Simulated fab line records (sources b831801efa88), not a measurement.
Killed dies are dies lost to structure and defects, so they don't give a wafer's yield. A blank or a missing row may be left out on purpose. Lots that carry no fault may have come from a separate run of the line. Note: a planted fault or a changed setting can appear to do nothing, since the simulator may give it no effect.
Which tool is to blame? || flow gf180mcu || 13 lots, 39 wafers sampled, at 4 steps of a route of 602

WHAT THE GAUGES READ, wafer by wafer
GF_NWELL_OVL_MEAS_07.
{"lot": "L362", "measured": "day 3 08:09", "on": "overlay-01", "NWELL_OVL (nm)": "-0.1 -1.1 -2.1"}
{"lot": "L363", "measured": "day 3 13:16", "on": "overlay-02", "NWELL_OVL (nm)": "-1.4 -0.4 -0.8"}
{"lot": "L370", "measured": "day 5 03:21", "on": "overlay-02", "NWELL_OVL (nm)": "-2.0 0.1 -1.5"}
{"lot": "L371", "measured": "day 5 10:17", "on": "overlay-01", "NWELL_OVL (nm)": "-1.2 -3.8 -2.6"}
{"lot": "L372", "measured": "day 5 14:16", "on": "overlay-01", "NWELL_OVL (nm)": "-2.1 -2.8 -4.0"}
{"lot": "L374", "measured": "day 6 01:03", "on": "overlay-02", "NWELL_OVL (nm)": "3.7 2.6 1.4"}
{"lot": "L376", "measured": "day 6 15:21", "on": "overlay-02", "NWELL_OVL (nm)": "-1.8 -2.6 -2.0"}
{"lot": "L378", "measured": "day 7 08:51", "on": "overlay-02", "NWELL_OVL (nm)": "0.9 -0.4 0.0"}
{"lot": "L379", "measured": "day 7 09:08", "on": "overlay-01", "NWELL_OVL (nm)": "0.4 -2.3 0.4"}
{"lot": "L380", "measured": "day 7 16:43", "on": "overlay-01", "NWELL_OVL (nm)": "-1.4 -0.5 -1.1"}
{"lot": "L382", "measured": "day 7 19:45", "on": "overlay-02", "NWELL_OVL (nm)": "1.4 1.8 -0.3"}
{"lot": "L383", "measured": "day 8 04:04", "on": "overlay-01", "NWELL_OVL (nm)": "-1.8 -2.1 -1.6"}
{"lot": "L385", "measured": "day 8 12:09", "on": "overlay-01", "NWELL_OVL (nm)": "-1.9 -2.5 -3.1"}

GF_DUAL_GATE_THK_MEAS_03.
{"lot": "L362", "measured": "day 7 13:07", "on": "film-metro-04", "DUAL_GATE_OXIDATION_00_THK (nm)": "10.84 10.97 10.65"}
{"lot": "L363", "measured": "day 7 19:52", "on": "film-metro-02", "DUAL_GATE_OXIDATION_00_THK (nm)": "10.68 10.64 10.92"}
{"lot": "L370", "measured": "day 9 21:19", "on": "film-metro-04", "DUAL_GATE_OXIDATION_00_THK (nm)": "13.76 13.93 13.75"}
{"lot": "L371", "measured": "day 10 04:17", "on": "film-metro-04", "DUAL_GATE_OXIDATION_00_THK (nm)": "14.09 14.08 13.97"}
{"lot": "L372", "measured": "day 10 09:47", "on": "film-metro-04", "DUAL_GATE_OXIDATION_00_THK (nm)": "14.08 14.02 13.98"}
{"lot": "L374", "measured": "day 11 01:59", "on": "film-metro-02", "DUAL_GATE_OXIDATION_00_THK (nm)": "10.76 10.70 10.79"}
{"lot": "L376", "measured": "day 11 20:08", "on": "film-metro-01", "DUAL_GATE_OXIDATION_00_THK (nm)": "10.71 10.82 10.66"}
{"lot": "L378", "measured": "day 12 15:37", "on": "film-metro-02", "DUAL_GATE_OXIDATION_00_THK (nm)": "10.40 10.42 10.61"}
{"lot": "L379", "measured": "day 12 18:19", "on": "film-metro-01", "DUAL_GATE_OXIDATION_00_THK (nm)": "10.75 10.65 10.72"}
{"lot": "L380", "measured": "day 13 01:28", "on": "film-metro-01", "DUAL_GATE_OXIDATION_00_THK (nm)": "10.74 10.94 10.80"}
{"lot": "L382", "measured": "day 13 06:07", "on": "film-metro-04", "DUAL_GATE_OXIDATION_00_THK (nm)": "11.19 11.09 10.91"}
{"lot": "L383", "measured": "day 13 16:26", "on": "film-metro-04", "DUAL_GATE_OXIDATION_00_THK (nm)": "10.82 11.01 10.96"}
{"lot": "L385", "measured": "day 14 02:05", "on": "film-metro-02", "DUAL_GATE_OXIDATION_00_THK (nm)": "11.16 11.05 10.93"}

WHAT TOOL EACH LOT RAN ON (gives the tool, then ch and the chambers of the sampled wafers, and finally the start)
{"lot": "L362", "GF_MVSD_STRIP_10": "plasma-asher-03 ch 0,1, day 4 10:17", "GF_DUAL_GATE_OXIDATION_02": "furnace-02 ch 0, day 7 11:40"}
{"lot": "L363", "GF_MVSD_STRIP_10": "plasma-asher-02 ch 0,1, day 4 16:26", "GF_DUAL_GATE_OXIDATION_02": "furnace-02 ch 0, day 7 18:25"}
{"lot": "L370", "GF_MVSD_STRIP_10": "plasma-asher-03 ch 0,1, day 6 07:10", "GF_DUAL_GATE_OXIDATION_02": "furnace-02 ch 0, day 9 19:52"}
{"lot": "L371", "GF_MVSD_STRIP_10": "plasma-asher-03 ch 1, day 6 14:35", "GF_DUAL_GATE_OXIDATION_02": "furnace-02 ch 0, day 10 02:50"}
{"lot": "L372", "GF_MVSD_STRIP_10": "plasma-asher-02 ch 0,1, day 6 19:27", "GF_DUAL_GATE_OXIDATION_02": "furnace-02 ch 0, day 10 08:20"}
{"lot": "L374", "GF_MVSD_STRIP_10": "plasma-asher-01 ch 0,1, day 7 08:00", "GF_DUAL_GATE_OXIDATION_02": "furnace-01 ch 0, day 11 00:32"}
{"lot": "L376", "GF_MVSD_STRIP_10": "plasma-asher-01 ch 0,1, day 7 23:43", "GF_DUAL_GATE_OXIDATION_02": "furnace-01 ch 0, day 11 18:41"}
{"lot": "L378", "GF_MVSD_STRIP_10": "plasma-asher-01 ch 0,1, day 8 18:36", "GF_DUAL_GATE_OXIDATION_02": "furnace-01 ch 0, day 12 14:10"}
{"lot": "L379", "GF_MVSD_STRIP_10": "plasma-asher-03 ch 0,1, day 8 19:33", "GF_DUAL_GATE_OXIDATION_02": "furnace-01 ch 0, day 12 16:52"}
{"lot": "L380", "GF_MVSD_STRIP_10": "plasma-asher-02 ch 0,1, day 9 02:54", "GF_DUAL_GATE_OXIDATION_02": "furnace-02 ch 0, day 13 00:01"}
{"lot": "L382", "GF_MVSD_STRIP_10": "plasma-asher-01 ch 0,1, day 9 06:21", "GF_DUAL_GATE_OXIDATION_02": "furnace-02 ch 0, day 13 04:40"}
{"lot": "L383", "GF_MVSD_STRIP_10": "plasma-asher-01 ch 0,1, day 9 15:19", "GF_DUAL_GATE_OXIDATION_02": "furnace-02 ch 0, day 13 14:59"}
{"lot": "L385", "GF_MVSD_STRIP_10": "plasma-asher-03 ch 0, day 9 23:41", "GF_DUAL_GATE_OXIDATION_02": "furnace-01 ch 0, day 14 00:37"}
- GF_MVSD_STRIP_10: strips in O2/N2.
- GF_DUAL_GATE_OXIDATION_02: stabilise 600 s, purge 300 s, target thk 10.887 nm.

AS READ BY THE TOOLS THEMSELVES (means over the sampled wafers that have a number; for cases with no such wafer, the mark the record gives instead)
GF_MVSD_STRIP_10.
{"lot": "L362", "tool": "plasma-asher-03", "drypump-motor-current-A (A)": 6.23, "heater-power-w (W)": 315, "oes-product-au (a.u.)": 0.718, "strip-time-to-endpoint-s (s)": 37.08}
{"lot": "L363", "tool": "plasma-asher-02", "drypump-motor-current-A (A)": 6.25, "heater-power-w (W)": 372, "oes-product-au (a.u.)": 0.720, "strip-time-to-endpoint-s (s)": 36.94}
{"lot": "L370", "tool": "plasma-asher-03", "drypump-motor-current-A (A)": 6.36, "heater-power-w (W)": 297, "oes-product-au (a.u.)": 0.724, "strip-time-to-endpoint-s (s)": 37.12}
{"lot": "L371", "tool": "plasma-asher-03", "drypump-motor-current-A (A)": 6.43, "heater-power-w (W)": 279, "oes-product-au (a.u.)": 0.722, "strip-time-to-endpoint-s (s)": 37.15}
{"lot": "L372", "tool": "plasma-asher-02", "drypump-motor-current-A (A)": 6.24, "heater-power-w (W)": 380, "oes-product-au (a.u.)": 0.724, "strip-time-to-endpoint-s (s)": 36.99}
{"lot": "L374", "tool": "plasma-asher-01", "drypump-motor-current-A (A)": 5.84, "heater-power-w (W)": 351, "oes-product-au (a.u.)": 0.720, "strip-time-to-endpoint-s (s)": 36.83}
{"lot": "L376", "tool": "plasma-asher-01", "drypump-motor-current-A (A)": 5.83, "heater-power-w (W)": 352, "oes-product-au (a.u.)": 0.721, "strip-time-to-endpoint-s (s)": 37.00}
{"lot": "L378", "tool": "plasma-asher-01", "drypump-motor-current-A (A)": 5.88, "heater-power-w (W)": 343, "oes-product-au (a.u.)": 0.726, "strip-time-to-endpoint-s (s)": 36.99}
{"lot": "L379", "tool": "plasma-asher-03", "drypump-motor-current-A (A)": 6.31, "heater-power-w (W)": 302, "oes-product-au (a.u.)": 0.722, "strip-time-to-endpoint-s (s)": 36.94}
{"lot": "L380", "tool": "plasma-asher-02", "drypump-motor-current-A (A)": 6.26, "heater-power-w (W)": 375, "oes-product-au (a.u.)": 0.723, "strip-time-to-endpoint-s (s)": 37.05}
{"lot": "L382", "tool": "plasma-asher-01", "drypump-motor-current-A (A)": 5.83, "heater-power-w (W)": 355, "oes-product-au (a.u.)": 0.726, "strip-time-to-endpoint-s (s)": 37.00}
{"lot": "L383", "tool": "plasma-asher-01", "drypump-motor-current-A (A)": 5.84, "heater-power-w (W)": 352, "oes-product-au (a.u.)": 0.717, "strip-time-to-endpoint-s (s)": 37.04}
{"lot": "L385", "tool": "plasma-asher-03", "drypump-motor-current-A (A)": 6.11, "heater-power-w (W)": 331, "oes-product-au (a.u.)": 0.721, "strip-time-to-endpoint-s (s)": 36.94}

GF_DUAL_GATE_OXIDATION_02.
{"lot": "L362", "tool": "furnace-02", "spike-tc-lower-C (C)": 898.0}
{"lot": "L363", "tool": "furnace-02", "spike-tc-lower-C (C)": 899.1}
{"lot": "L370", "tool": "furnace-02", "spike-tc-lower-C (C)": 898.9}
{"lot": "L371", "tool": "furnace-02", "spike-tc-lower-C (C)": 898.4}
{"lot": "L372", "tool": "furnace-02", "spike-tc-lower-C (C)": 899.5}
{"lot": "L374", "tool": "furnace-01", "spike-tc-lower-C (C)": 900.6}
{"lot": "L376", "tool": "furnace-01", "spike-tc-lower-C (C)": 901.4}
{"lot": "L378", "tool": "furnace-01", "spike-tc-lower-C (C)": 901.3}
{"lot": "L379", "tool": "furnace-01", "spike-tc-lower-C (C)": 900.6}
{"lot": "L380", "tool": "furnace-02", "spike-tc-lower-C (C)": 898.2}
{"lot": "L382", "tool": "furnace-02", "spike-tc-lower-C (C)": 899.0}
{"lot": "L383", "tool": "furnace-02", "spike-tc-lower-C (C)": 898.6}
{"lot": "L385", "tool": "furnace-01", "spike-tc-lower-C (C)": 901.4}

THE ANSWER, worked out from the rows above alone
Rule: what is usual is taken from the lots themselves. Put in order of their means at a reading, lots are off if they are a third of the lots or fewer, leave a main group of 4 or more, and stand apart from it by a gap of 3 or more times the standard deviation of the main group's means; of several such gaps the widest counts. The tables above print the reading to a certain number of digits; a main group whose means all agree to those digits is not used. A lot without any number at a reading at which 4 lots or more have one is off too. The other lots that the step has rows for count as sound. The gauges are gone through in route order, then the tools' own readings, and for those a lot's mean is taken as printed above. At the first step where some lot is off, the reading lying furthest off is the one used; lots without a number count as furthest.
Off: L370, L371, L372, at GF_DUAL_GATE_THK_MEAS_03 (DUAL_GATE_OXIDATION_00_THK). The main group has a mean of 10.81 nm with a standard deviation of 0.16.
If a tool, at a process step before that reading, ran all the lots that are off and no sound lot after the first of them, it fits. Gauges at GF_DUAL_GATE_THK_MEAS_03: tried the same way as those tools. Not one of the candidates tried fits.

WHAT THE SIMULATOR HAD INSERTED
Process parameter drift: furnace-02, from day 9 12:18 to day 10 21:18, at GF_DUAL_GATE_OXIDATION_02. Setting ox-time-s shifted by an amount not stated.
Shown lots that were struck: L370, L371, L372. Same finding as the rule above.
